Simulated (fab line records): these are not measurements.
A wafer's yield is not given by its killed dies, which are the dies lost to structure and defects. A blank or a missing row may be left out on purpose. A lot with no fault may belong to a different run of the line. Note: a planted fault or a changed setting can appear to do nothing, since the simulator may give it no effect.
fab line records ; flow sky130
record lots=12; wafers=36; last-day=49
route steps=708 shown VIA3@587 CAP2M@605 PAD_OPEN@708
lots that met no fault: from a run of the same line without faults
start-h: hours from the record's first day to the start of the lot's first wafer shown ; wait-h: hours since the lot's step before ; " repeats the value in the row above ; L1.1+2: a row that stands for several wafers ; - value missing, or start not given ; * or withheld: withheld ; < > ~ a bound
route shown NAME@n: names a module that has steps shown in the file, with the first one's number in the route ; usual: the fault-free wafers' mean and standard deviation ; same: alike in all rows ; chamber/n: place in a boat ; sites: the reading at each site ; _std_site: standard deviation of those values ; _edge_site: inner sites' mean taken away from outer sites' mean ; radius-mm: for every site, how far away it sits from the centre of the wafer ; mask NAME#n: copy n ; behind: the tool/chamber that last shaped the wafer ; hold: the reason the lot was held/the length of the hold in hours/how it ended ; device: the transistor (n, p or np) that didn't switch ; end of line: tests run on the same wafers once the route is complete ; step lacking rows: just its recipe ; killed: dies that structure and defects cost at the first sort, which is not the same as the wafer's yield ; map: a wafer's dies, x killed, . not, _ none there
set.NAME: setting as actually run; set.NAME@STEP: the setting as run at that earlier step ; model.NAME: the simulator's own value behind a step, which no gauge read
the route's steps for a sample of lots (tables are steps, rows are wafers)
services: from which hour (start-h, from the record's first day; less than 0 if before it) a tool's chamber was out of use, for how many hours, and why
## steps
# step SKY_VIA3_ETCH_14
# recipe chemistry=N2/H2; target=BARC; ion-energy-ev=200; source-w=500; bias-w=100; pressure-mtorr=30; n2-flow-sccm=100; h2-flow-sccm=200; stop-on=SiO2; time-s=45.9; target-depth-a=600
# usual bias-w=100.0/0.31; drypump-motor-current-A=5.2/0.32; oes-product-au=0.855/0.0046; rf-fwd-power-W=494.2/2.1; throttle-valve-pct=13.225/0.0085
lot.wafer;tool;chamber;start-h;wait-h;bias-w;drypump-motor-current-A;oes-product-au;rf-fwd-power-W;rf-hours-counter-h;throttle-valve-pct
L426.2;rie-diel-02;1;961.61;0.0;100.4;5.3;0.857;490.3;19;13.224
L426.3;rie-diel-02;0;961.61;0.0;99.4;5.0;0.852;495.2;23;13.228
L426.5;rie-diel-02;0;961.61;0.0;99.9;5.0;0.853;495.3;-;13.238
L427.1;rie-diel-03;2;965.07;0.0;100.1;5.3;0.855;496.4;19;13.233
L427.3;rie-diel-03;3;965.07;0.0;100.3;5.9;0.859;494.6;9;13.223
L427.5;rie-diel-03;2;965.07;0.0;99.9;5.3;0.858;495.6;-;13.218
L428.2;rie-diel-02;1;966.01;0.0;99.6;5.2;0.862;491.5;19;13.226
L428.3;rie-diel-02;3;966.01;0.0;100.3;5.3;0.851;495.9;21;13.220
L428.4;rie-diel-02;2;966.01;0.0;99.7;5.0;0.855;492.1;23;13.220
L429.1;rie-diel-02;2;971.90;0.0;99.8;5.0;0.854;493.5;23;13.222
L429.3;rie-diel-02;3;971.90;0.0;100.3;5.3;0.859;492.1;21;13.220
L429.6;rie-diel-02;2;971.90;0.0;100.1;5.0;0.860;493.4;-;13.239
L430.3;rie-diel-02;1;979.87;0.0;99.7;5.2;0.862;492.6;19;13.227
L430.4;rie-diel-02;0;979.87;0.0;100.1;5.0;0.857;491.7;24;13.233
L430.6;rie-diel-02;1;979.87;0.0;100.1;5.2;0.857;491.7;-;13.226
L431.1;rie-diel-04;2;991.17;0.0;100.1;5.9;0.862;492.1;20;13.247
L431.2;rie-diel-04;0;991.17;0.0;100.0;5.7;0.851;492.7;8;13.236
L431.5;rie-diel-04;2;991.17;0.0;99.8;5.9;0.848;493.2;-;13.222
L432.3;rie-diel-03;2;1001.27;0.0;99.4;5.3;0.853;497.7;21;13.233
L432.4;rie-diel-03;3;1001.27;0.0;100.2;5.9;0.852;497.5;10;13.223
L432.6;rie-diel-03;1;1001.27;0.0;100.1;4.6;0.860;493.0;-;13.232
L435.2;rie-diel-02;3;1025.33;0.0;100.0;5.3;0.852;495.5;22;13.218
L435.4;rie-diel-02;1;1025.33;0.0;99.9;5.2;0.858;490.0;-;13.223
L435.6;rie-diel-02;3;1025.33;0.0;100.4;5.3;0.855;494.8;-;13.220
L437.1;rie-diel-03;3;1040.67;0.0;100.4;5.9;0.859;498.7;12;13.227
L437.2;rie-diel-03;0;1040.67;0.0;99.8;5.5;0.848;495.1;5;13.227
L437.3;rie-diel-03;1;1040.67;0.0;99.8;4.6;0.858;493.0;20;13.203
L436.1;rie-diel-03;0;1046.72;0.0;99.8;5.5;0.861;495.1;6;13.235
L436.2;rie-diel-03;1;1046.72;0.0;100.0;4.6;0.860;496.5;20;13.247
L436.4;rie-diel-03;2;1046.72;0.0;99.4;5.3;0.848;499.3;-;13.231
L439.1;rie-diel-04;1;1052.02;0.0;99.6;5.1;0.861;492.6;24;13.240
L439.3;rie-diel-04;0;1052.02;0.0;99.5;5.7;0.857;493.1;10;13.208
L439.5;rie-diel-04;3;1052.02;0.0;99.7;5.2;0.861;495.6;-;13.221
L438.2;rie-diel-04;1;1054.53;0.0;99.5;5.1;0.863;494.1;24;13.230
L438.4;rie-diel-04;3;1054.53;0.0;99.6;5.3;0.860;493.4;29;13.217
L438.6;rie-diel-04;1;1054.53;0.0;100.1;5.1;0.858;496.3;-;13.217
# step SKY_VIA3_THK_MEAS_23
# recipe thk-meas-gauge=xrf; reads=W_of_VIA3_CVD_21
# usual VIA3_W_THK=403/5.8
lot.wafer;tool;chamber;start-h;wait-h;VIA3_W_THK[nm]
L426.2;film-metro-01;-;962.62;0.1;395
L426.3;film-metro-01;-;962.62;0.1;397
L426.5;film-metro-01;-;962.62;0.1;396
L427.1;film-metro-02;-;966.07;0.1;404
L427.3;film-metro-02;-;966.07;0.1;399
L427.5;film-metro-02;-;966.07;0.1;398
L428.2;film-metro-04;-;967.08;0.1;403
L428.3;film-metro-04;-;967.08;0.1;407
L428.4;film-metro-04;-;967.08;0.1;400
L429.1;film-metro-04;-;972.90;0.1;408
L429.3;film-metro-04;-;972.90;0.1;405
L429.6;film-metro-04;-;972.90;0.1;403
L430.3;film-metro-02;-;980.97;0.1;401
L430.4;film-metro-02;-;980.97;0.1;401
L430.6;film-metro-02;-;980.97;0.1;406
L431.1;film-metro-01;-;992.18;0.1;394
L431.2;film-metro-01;-;992.18;0.1;397
L431.5;film-metro-01;-;992.18;0.1;396
L432.3;film-metro-01;-;1002.38;0.1;400
L432.4;film-metro-01;-;1002.38;0.1;399
L432.6;film-metro-01;-;1002.38;0.1;407
L435.2;film-metro-04;-;1026.34;0.1;398
L435.4;film-metro-04;-;1026.34;0.1;404
L435.6;film-metro-04;-;1026.34;0.1;401
L437.1;film-metro-01;-;1041.70;0.1;410
L437.2;film-metro-01;-;1041.70;0.1;403
L437.3;film-metro-01;-;1041.70;0.1;401
L436.1;film-metro-04;-;1047.95;0.1;403
L436.2;film-metro-04;-;1047.95;0.1;409
L436.4;film-metro-04;-;1047.95;0.1;403
L439.1;film-metro-04;-;1053.01;0.1;407
L439.3;film-metro-04;-;1053.01;0.1;413
L439.5;film-metro-04;-;1053.01;0.1;410
L438.2;film-metro-04;-;1055.53;0.1;412
L438.4;film-metro-04;-;1055.53;0.1;409
L438.6;film-metro-04;-;1055.53;0.1;414
# step SKY_CAP2M_SPUTTER_02
# recipe material=TiN; target-thk-nm=200; temp-c=300; power-w=6500; time-s=166.7; chamber-pressure-pa=0.4
# usual cathode-dc-power-W=6500.0/1.1; chamber-pressure-pa=0.3999/0.00081; substrate-temp-c=300.01/0.2; throttle-valve-pct=30.2/0.92
lot.wafer;tool;chamber;start-h;wait-h;cathode-dc-power-W;chamber-pressure-pa;substrate-temp-c;throttle-valve-pct
L426.2;pvd-sputter-02;-;963.43;0.0;6499.1;0.3998;300.18;28.3
L426.3;pvd-sputter-02;-;963.43;0.0;6500.4;0.4004;299.78;29.6
L426.5;pvd-sputter-02;-;963.43;0.0;6501.8;0.3981;299.90;30.1
L427.1;pvd-sputter-02;-;966.68;0.1;6500.1;0.3998;300.29;29.8
L427.3;pvd-sputter-02;-;966.68;0.1;6500.9;0.4000;299.92;30.8
L427.5;pvd-sputter-02;-;966.68;0.1;6499.6;0.3999;300.13;31.5
L428.2;pvd-sputter-02;-;967.67;0.0;6500.9;0.4004;299.88;30.9
L428.3;pvd-sputter-02;-;967.67;0.0;6500.5;0.3985;299.93;28.0
L428.4;pvd-sputter-02;-;967.67;0.0;6499.0;0.4006;300.01;31.0
L429.1;pvd-sputter-04;-;973.49;0.1;6500.6;0.3998;300.06;30.4
L429.3;pvd-sputter-04;-;973.49;0.1;6500.5;0.3997;299.90;30.8
L429.6;pvd-sputter-04;-;973.49;0.1;6501.0;0.3992;300.01;31.1
L430.3;pvd-sputter-01;-;981.54;0.0;6498.9;0.4002;299.98;31.0
L430.4;pvd-sputter-01;-;981.54;0.0;6499.4;0.3993;299.83;29.4
L430.6;pvd-sputter-01;-;981.54;0.0;6499.4;0.3997;300.08;31.0
L431.1;pvd-sputter-04;-;992.77;0.1;6499.3;0.3989;300.67;31.0
L431.2;pvd-sputter-04;-;992.77;0.1;6501.2;0.4002;300.15;29.8
L431.5;pvd-sputter-04;-;992.77;0.1;6501.4;0.4000;299.97;29.9
L432.3;pvd-sputter-04;-;1002.96;0.0;6499.9;0.3997;300.28;30.7
L432.4;pvd-sputter-04;-;1002.96;0.0;6502.7;0.4010;300.13;30.8
L432.6;pvd-sputter-04;-;1002.96;0.0;6499.5;0.4000;299.94;30.4
L435.2;pvd-sputter-02;-;1026.94;0.0;6501.5;0.4015;299.83;30.8
L435.4;pvd-sputter-02;-;1026.94;0.0;6501.3;0.3992;299.95;31.5
L435.6;pvd-sputter-02;-;1026.94;0.0;6501.3;0.4008;300.08;29.6
L437.1;pvd-sputter-04;-;1042.30;0.1;6499.7;0.3996;300.07;30.4
L437.2;pvd-sputter-04;-;1042.30;0.1;6500.3;0.3992;300.06;30.8
L437.3;pvd-sputter-04;-;1042.30;0.1;6500.2;0.3998;300.00;29.9
L436.1;pvd-sputter-01;-;1048.61;0.1;-;-;-;-
L436.2;pvd-sputter-01;-;1048.61;0.1;-;-;-;-
L436.4;pvd-sputter-01;-;1048.61;0.1;-;-;-;-
L439.1;pvd-sputter-04;-;1053.62;0.1;-;-;-;-
L439.3;pvd-sputter-04;-;1053.62;0.1;-;-;-;-
L439.5;pvd-sputter-04;-;1053.62;0.1;-;-;-;-
L438.2;pvd-sputter-04;-;1056.12;0.0;-;-;-;-
L438.4;pvd-sputter-04;-;1056.12;0.0;-;-;-;-
L438.6;pvd-sputter-04;-;1056.12;0.0;-;-;-;-
# step SKY_CAP2M_RS_MEAS_03
# recipe thk-meas-gauge=four-point-probe; reads=TiN_of_CAP2M_SPUTTER_02
# usual CAP2M_TIN_RS=6.94/0.13
lot.wafer;tool;chamber;start-h;wait-h;hold;CAP2M_TIN_RS[ohm/sq]
L426.2;film-metro-01;-;963.56;0.1;-;6.92
L426.3;film-metro-01;-;963.56;0.1;-;6.58
L426.5;film-metro-01;-;963.56;0.1;-;6.59
L427.1;film-metro-01;-;966.79;0.1;-;6.67
L427.3;film-metro-01;-;966.79;0.1;-;6.99
L427.5;film-metro-01;-;966.79;0.1;-;6.99
L428.2;film-metro-04;-;967.80;0.1;-;7.05
L428.3;film-metro-04;-;967.80;0.1;-;6.98
L428.4;film-metro-04;-;967.80;0.1;-;7.10
L429.1;film-metro-04;-;973.60;0.1;-;6.93
L429.3;film-metro-04;-;973.60;0.1;-;7.12
L429.6;film-metro-04;-;973.60;0.1;-;7.18
L430.3;film-metro-03;-;981.69;0.1;-;6.80
L430.4;film-metro-03;-;981.69;0.1;-;6.91
L430.6;film-metro-03;-;981.69;0.1;-;6.74
L431.1;film-metro-01;-;992.88;0.1;-;7.11
L431.2;film-metro-01;-;992.88;0.1;-;7.03
L431.5;film-metro-01;-;992.88;0.1;-;7.02
L432.3;film-metro-04;-;1003.11;0.1;-;6.96
L432.4;film-metro-04;-;1003.11;0.1;-;6.91
L432.6;film-metro-04;-;1003.11;0.1;-;6.87
L435.2;film-metro-04;-;1027.07;0.1;-;7.05
L435.4;film-metro-04;-;1027.07;0.1;-;7.03
L435.6;film-metro-04;-;1027.07;0.1;-;6.73
L437.1;film-metro-03;-;1042.41;0.1;-;7.03
L437.2;film-metro-03;-;1042.41;0.1;-;7.03
L437.3;film-metro-03;-;1042.41;0.1;-;7.04
L436.1;film-metro-03;-;1048.72;0.1;await-dispo/0.2h/release;-
L436.2;film-metro-03;-;1048.72;0.1;await-dispo/0.2h/release;-
L436.4;film-metro-03;-;1048.72;0.1;await-dispo/0.2h/release;-
L436.1;film-metro-03;-;1049.10;0.4;-;-
L436.2;film-metro-03;-;1049.10;0.4;-;-
L436.4;film-metro-03;-;1049.10;0.4;-;-
L439.1;film-metro-01;-;1053.73;0.1;await-dispo/0.2h/release;-
L439.3;film-metro-01;-;1053.73;0.1;await-dispo/0.2h/release;-
L439.5;film-metro-01;-;1053.73;0.1;await-dispo/0.2h/release;-
L439.1;film-metro-01;-;1054.02;0.3;-;-
L439.3;film-metro-01;-;1054.02;0.3;-;-
L439.5;film-metro-01;-;1054.02;0.3;-;-
L438.2;film-metro-03;-;1056.25;0.1;await-dispo/0.2h/release;-
L438.4;film-metro-03;-;1056.25;0.1;await-dispo/0.2h/release;-
L438.6;film-metro-03;-;1056.25;0.1;await-dispo/0.2h/release;-
L438.2;film-metro-03;-;1056.54;0.3;-;-
L438.4;film-metro-03;-;1056.54;0.3;-;-
L438.6;film-metro-03;-;1056.54;0.3;-;-
# step SKY_CAP2M_OVL_MEAS_12
# usual CAP2M_OVL=1.2/1.6
lot.wafer;tool;chamber;start-h;wait-h;CAP2M_OVL[nm]
L426.2;overlay-02;-;987.91;0.1;1.9
L426.3;overlay-02;-;987.91;0.1;0.2
L426.5;overlay-02;-;987.91;0.1;0.2
L427.1;overlay-02;-;990.32;0.1;1.2
L427.3;overlay-02;-;990.32;0.1;0.5
L427.5;overlay-02;-;990.32;0.1;-0.3
L428.2;overlay-02;-;991.07;0.1;3.1
L428.3;overlay-02;-;991.07;0.1;3.0
L428.4;overlay-02;-;991.07;0.1;2.3
L429.1;overlay-02;-;997.16;0.1;0.2
L429.3;overlay-02;-;997.16;0.1;0.2
L429.6;overlay-02;-;997.16;0.1;0.4
L430.3;overlay-01;-;1005.38;0.1;1.7
L430.4;overlay-01;-;1005.38;0.1;0.7
L430.6;overlay-01;-;1005.38;0.1;3.1
L431.1;overlay-01;-;1016.22;0.1;-1.9
L431.2;overlay-01;-;1016.22;0.1;-2.3
L431.5;overlay-01;-;1016.22;0.1;-2.6
L432.3;overlay-01;-;1026.57;0.1;0.6
L432.4;overlay-01;-;1026.57;0.1;-0.2
L432.6;overlay-01;-;1026.57;0.1;-0.2
L435.2;overlay-02;-;1049.61;0.1;-1.2
L435.4;overlay-02;-;1049.61;0.1;-1.9
L435.6;overlay-02;-;1049.61;0.1;-2.6
L437.1;overlay-02;-;1064.87;0.1;1.9
L437.2;overlay-02;-;1064.87;0.1;1.0
L437.3;overlay-02;-;1064.87;0.1;1.5
# step SKY_PAD_OPEN_PROBE_99
# usual defect-limited-yield=82.4/1.9; killed_at_M0_to_M3=45/7.5; killed_at_M4_up=2.8/1.9; killed-at-contacts=25/5.5; killed-at-front-end=14/4; killed-at-other=0.3/0.75; killed-dies=87/9.4; killed-open=47/6.6; killed-short=39/6.6; sort_bin_3_pad_short=0.9/0.39; sort_bin_5_function=10.4/1.5; sort_bin_6_memory=6.3/1.2; sort-n-pass=405/9.4; sort-yield-pct=82.4/1.9
# same gross-dies=492; killed-at-back-side=0; sort_bin_4_leakage[%]=0; sort_bin_8_speed[%]=0
lot.wafer;tool;chamber;start-h;wait-h;defect-limited-yield[%];killed_at_M0_to_M3;killed_at_M4_up;killed-at-contacts;killed-at-front-end;killed-at-other;killed-dies;killed-open;killed-short;sort_bin_3_pad_short[%];sort_bin_5_function[%];sort_bin_6_memory[%];sort-n-pass;sort-yield-pct[%]
L429.1;prober-02;-;1115.06;0.1;81.7;55;0;20;15;0;90;48;42;0.6;12.2;5.5;402;81.7
L429.3;prober-02;-;1115.16;0.2;78.0;63;4;29;12;0;108;61;47;0.8;12.6;8.5;384;78.0
L429.6;prober-02;-;1115.31;0.2;80.1;55;3;23;17;0;98;56;42;1.2;13.6;5.1;394;80.1
L432.3;prober-02;-;1139.73;0.2;83.5;46;2;20;13;0;81;46;35;1.0;10.0;5.5;411;83.5
L432.4;prober-02;-;1139.78;0.2;83.9;38;1;26;14;0;79;47;32;1.0;8.5;6.5;413;83.9
L432.6;prober-02;-;1139.88;0.2;79.7;50;3;29;18;0;100;54;46;1.0;13.2;6.1;392;79.7
L437.1;prober-01;-;1171.23;0.1;83.1;35;1;28;19;0;83;51;32;1.2;8.9;6.7;409;83.1
L437.2;prober-01;-;1171.28;0.1;79.1;55;5;31;12;0;103;64;39;0.8;13.8;6.3;389;79.1
L437.3;prober-01;-;1171.33;0.2;80.9;51;2;29;12;0;94;47;47;1.0;10.4;7.7;398;80.9
# killed by level:class
L429.1 VIA1:geometric-particle:open=15 METAL2:geometric-particle:short=9 CONTACT:geometric-particle:open=7 VIA2:geometric-particle:short=6 FIELD_ISO:geometric-particle:open=5 LI_CONTACT:geometric-particle:open=5 CONTACT:geometric-particle:short=5 VIA2:geometric-particle:open=5
L429.3 VIA1:geometric-particle:open=18 CONTACT:geometric-particle:open=9 VIA1:geometric-particle:short=9 METAL2:geometric-particle:short=7 VIA3:geometric-particle:open=7 LI_CONTACT:geometric-particle:open=6 METAL1:geometric-particle:short=6 LOCAL_INTERCONNECT:geometric-particle:short=6
L429.6 VIA2:geometric-particle:open=12 VIA1:geometric-particle:open=11 METAL1:geometric-particle:short=10 CONTACT:geometric-particle:open=8 VIA3:geometric-particle:open=7 POLY_GATE:geometric-particle:open=5 FIELD_ISO:geometric-particle:short=4 METAL3:geometric-particle:short=4
L432.3 METAL2:geometric-particle:short=9 VIA3:geometric-particle:open=9 CONTACT:geometric-particle:open=8 VIA1:geometric-particle:open=8 VIA2:geometric-particle:open=6 LI_CONTACT:geometric-particle:open=5 FIELD_ISO:geometric-particle:open=4 METAL1:geometric-particle:short=4
L432.4 CONTACT:geometric-particle:open=14 VIA1:geometric-particle:open=10 CONTACT:geometric-particle:short=5 VIA2:geometric-particle:short=5 VIA2:geometric-particle:open=5 POLY_GATE:geometric-particle:open=4 LI_CONTACT:geometric-particle:open=4 POLY_GATE:geometric-particle:short=3
L432.6 LI_CONTACT:geometric-particle:open=10 CONTACT:geometric-particle:open=10 METAL2:geometric-particle:short=9 VIA2:geometric-particle:open=8 FIELD_ISO:geometric-particle:short=7 VIA1:geometric-particle:open=7 VIA3:geometric-particle:open=7 POLY_GATE:geometric-particle:open=5
L437.1 LI_CONTACT:geometric-particle:open=8 FIELD_ISO:geometric-particle:open=7 CONTACT:geometric-particle:open=7 VIA1:geometric-particle:open=6 VIA2:geometric-particle:open=5 LOCAL_INTERCONNECT:geometric-particle:short=5 CONTACT:geometric-particle:short=4 METAL1:geometric-particle:short=4
L437.2 VIA1:geometric-particle:open=12 CONTACT:geometric-particle:open=12 VIA2:geometric-particle:open=10 VIA1:geometric-particle:short=9 LI_CONTACT:geometric-particle:open=6 POLY_GATE:geometric-particle:open=4 LOCAL_INTERCONNECT:geometric-particle:short=4 CONTACT:geometric-particle:short=4
L437.3 VIA1:geometric-particle:open=11 LI_CONTACT:geometric-particle:open=8 CONTACT:geometric-particle:short=8 METAL1:geometric-particle:short=8 VIA1:geometric-particle:short=8 METAL2:geometric-particle:short=8 CONTACT:geometric-particle:open=7 LOCAL_INTERCONNECT:geometric-particle:short=5
## services
tool;chamber;start-h;hours;kind
rie-diel-03;-;965.25;2.8;pm
pvd-sputter-02;3;966.79;-;consumable-replace:kit
pvd-sputter-02;3;966.79;18.0;scheduled-down
pvd-sputter-02;3;966.79;18.0;vent-cycle
pvd-sputter-04;3;998.24;-;consumable-replace:kit
pvd-sputter-04;3;998.24;18.0;scheduled-down
pvd-sputter-04;3;998.24;18.0;vent-cycle
rie-diel-02;0;1012.74;12.0;repair
rie-diel-04;-;1023.91;0.6;repair
rie-diel-02;0;1024.74;-;clean
rie-diel-02;0;1024.74;-;consumable-replace:showerhead
rie-diel-02;0;1024.74;13.1;scheduled-down
rie-diel-02;0;1024.74;13.1;vent-cycle
pvd-sputter-01;2;1026.85;-;consumable-replace:kit
pvd-sputter-01;2;1026.85;18.0;scheduled-down
pvd-sputter-01;2;1026.85;18.0;vent-cycle
rie-diel-03;3;1042.41;5.7;repair
rie-diel-04;-;1045.87;2.8;pm
## key
first-sign step=SKY_CAP2M_SPUTTER_02; reading=tool-record; direction=missing
effect step=SKY_CAP2M_RS_MEAS_03; reading=visit; direction=added
met-at SKY_CAP2M_SPUTTER_02
struck-lots L436,L438,L439
scrapped-behind SKY_CAP2M_RS_MEAS_03 L436.1,L436.2,L436.4,L438.2,L438.4,L438.6,L439.1,L439.3,L439.5
not-acting-at SKY_VIA3_ETCH_14,SKY_VIA3_THK_MEAS_23,SKY_CAP2M_OVL_MEAS_12
onset-between 1042.30 1048.61
fault kind=skipped-step-whole; tool=pvd-sputter-01,pvd-sputter-04; chamber=-; onset-h=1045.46; steps=SKY_CAP2M_SPUTTER_02; scope=struck-lots-only
